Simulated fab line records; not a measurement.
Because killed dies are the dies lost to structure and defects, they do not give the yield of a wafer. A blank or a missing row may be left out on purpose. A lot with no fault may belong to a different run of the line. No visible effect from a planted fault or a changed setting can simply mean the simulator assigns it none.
A struck lot beside a sound one || flow gf180mcu || 15 out of 602 route steps
Sound: the wafers L466.2, L466.5, L466.6. Wafers struck: L467.1, L467.3, L467.4. The cause comes at the end.
Each step with rows lists, per side, the tool, then ch with its chambers, then its first start. Under that, the readings that differ: sound wafers || struck wafers || difference of the means || sigmas: that difference in standard deviations of wafers without a fault.
alike: same words and numbers on both sides, and readings whose means sit less than 2 such deviations apart. not compared: any withheld reading, any reading some wafer has no value for, any bound like >300 that may hide the same value, and any number with overlapping values for which the record gives no deviation.
Wherever a step has rows on one side only, a row that says differs or no value, or a row with sigmas, the two part there. Non-overlapping numbers with no deviation appear without sigmas and do not part them. A reading that every wafer of one side lacks parts them only if that side has two wafers or more.

GF_TOP_METAL_SPUTTER_04: material TiN, target thk 25 nm, time 20.8 s.
  sound on pvd_sputter-01, day 27 21:40; struck on pvd_sputter-02, day 28 04:23
  alike: chamber_pressure_pa, throttle_valve_pct
GF_TOP_METAL_RS_MEAS_05: measures by four-point-probe.
  sound on film_metro-04, day 27 21:43; struck on film_metro-03, day 28 04:24
  alike: TOP_METAL_ALCU_RS
GF_TOP_METAL_THK_MEAS_06: measures by xrf.
  sound on film_metro-04, day 27 21:49; struck on film_metro-03, day 28 04:31
  alike: TOP_METAL_ALCU_THK
then, 7 steps without rows for these wafers: GF_TOP_METAL_DEHYDRATE_07 (time 60 s); GF_TOP_METAL_HMDS_08 (prime time 60 s); GF_TOP_METAL_COAT_09 (resist thk 1500 nm); GF_TOP_METAL_SOFTBAKE_10 (time 60 s); GF_TOP_METAL_EXPOSE_11 (exposes mask MetalTop, target cd 440 nm); GF_TOP_METAL_PEB_12; GF_TOP_METAL_DEVELOP_13 (develop time 60 s).
GF_TOP_METAL_CD_MEAS_14: target cd 440 nm.
  sound on cd_sem-01, day 28 16:41; struck on cd_sem-01, day 28 23:28
  alike: cd_nm
GF_TOP_METAL_OVL_MEAS_15:
  sound on overlay-01, day 28 16:47; struck on overlay-01, day 28 23:35
  alike: TOP_METAL_OVL
GF_TOP_METAL_METAL_ETCH_16: etches the open film in Cl2/BCl3, stops on SiO2, target depth 1077.5 nm, time 179.6 s.
  sound on rie_metal-04 ch 0,1, day 28 16:49; struck on rie_metal-03 ch 0,1, day 28 23:37
  no value came back on the struck wafers for any of 5 readings (bcl3_flow_sccm (sccm), bias_w (W) and others); on the sound wafers bcl3_flow_sccm (sccm) reads 40.13 39.89 40.06
{"reading": "model.NOVOLAK_of_TOP_METAL_COAT_09.thk_nm (nm)", "sound": "1073 1061 1068", "struck": "1500 1502 1497", "difference": "+432", "sigmas": ""}
  not compared: rf_hours_counter_h
GF_TOP_METAL_STRIP_17: strips in O2/N2.
  sound on plasma_asher-03 ch 0,1, day 28 16:59; struck on plasma_asher-01 ch 0,1, day 28 23:47
{"reading": "strip_time_to_endpoint_s (s)", "sound": "13.48 13.35 13.43", "struck": "18.23 18.25 18.20", "difference": "+4.81", "sigmas": "+55"}
  alike: drypump_motor_current_A, heater_power_w, oes_product_au
  not compared: rf_hours_counter_h
then, 1 step without rows for these wafers: GF_TOP_METAL_STRIP_18 (strips in post etch residue remover, time 1200 s).

== WHERE THEY PART ==
Earliest at GF_TOP_METAL_METAL_ETCH_16; latest, in this record, at GF_TOP_METAL_STRIP_17.

WHY: whatever the simulator had introduced
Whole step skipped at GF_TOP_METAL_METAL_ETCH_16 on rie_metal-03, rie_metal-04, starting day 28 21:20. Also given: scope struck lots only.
